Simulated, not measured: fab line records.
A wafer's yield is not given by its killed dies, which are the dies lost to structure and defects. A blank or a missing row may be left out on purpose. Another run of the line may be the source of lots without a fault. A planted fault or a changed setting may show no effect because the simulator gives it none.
Which tool was responsible? | flow gf180mcu | 6 lots, 18 wafers sampled, at 2 steps of a route of 602

== WHAT THE GAUGES READ, wafer by wafer ==
GF_NWELL_TW_MEAS_11.
lot  | measured    | on            | NWELL_TW
L461 | day 3 23:59 | film metro-02 | 1567 1574 1569
L463 | day 4 10:56 | film metro-02 | 1563 1561 1564
L465 | day 4 21:34 | film metro-03 | 1563 1576 1560
L467 | day 5 07:26 | film metro-03 | 1578 1564 1567
L474 | day 7 00:27 | film metro-01 | 1576 1575 1578
L478 | day 7 22:32 | film metro-01 | 1566 1564 1562

== EACH LOT AND THE TOOL THAT RAN IT (in order: tool; ch and the chambers of the sampled wafers; start) ==
lot  | GF_NWELL_IMPLANT_08
L461 | implanter-01 ch 0, day 3 23:35
L463 | implanter-04 ch 0, day 4 10:34
L465 | implanter-04 ch 0, day 4 21:10
L467 | implanter-01 ch 0, day 5 07:04
L474 | implanter-01 ch 0, day 7 00:04
L478 | implanter-03 ch 0, day 7 22:08
- GF_NWELL_IMPLANT_08

== THE ANSWER, worked out from the rows above alone ==
Rule: what is usual is taken from the lots themselves. Put in order of their means at a reading, lots are off if they are a third of the lots or fewer, leave a main group of 4 or more, and stand apart from it by a gap of 3 or more times the standard deviation of the main group's means; of several such gaps the widest counts. If all means in a main group match to the digits the tables above print for the reading, that group is not used. A lot without any number at a reading at which 4 lots or more have one is off too. The other lots that the step has rows for count as sound.
No lot is off at any reading shown: from this, nothing can be told.

== WHAT THE SIMULATOR HAD INSERTED ==
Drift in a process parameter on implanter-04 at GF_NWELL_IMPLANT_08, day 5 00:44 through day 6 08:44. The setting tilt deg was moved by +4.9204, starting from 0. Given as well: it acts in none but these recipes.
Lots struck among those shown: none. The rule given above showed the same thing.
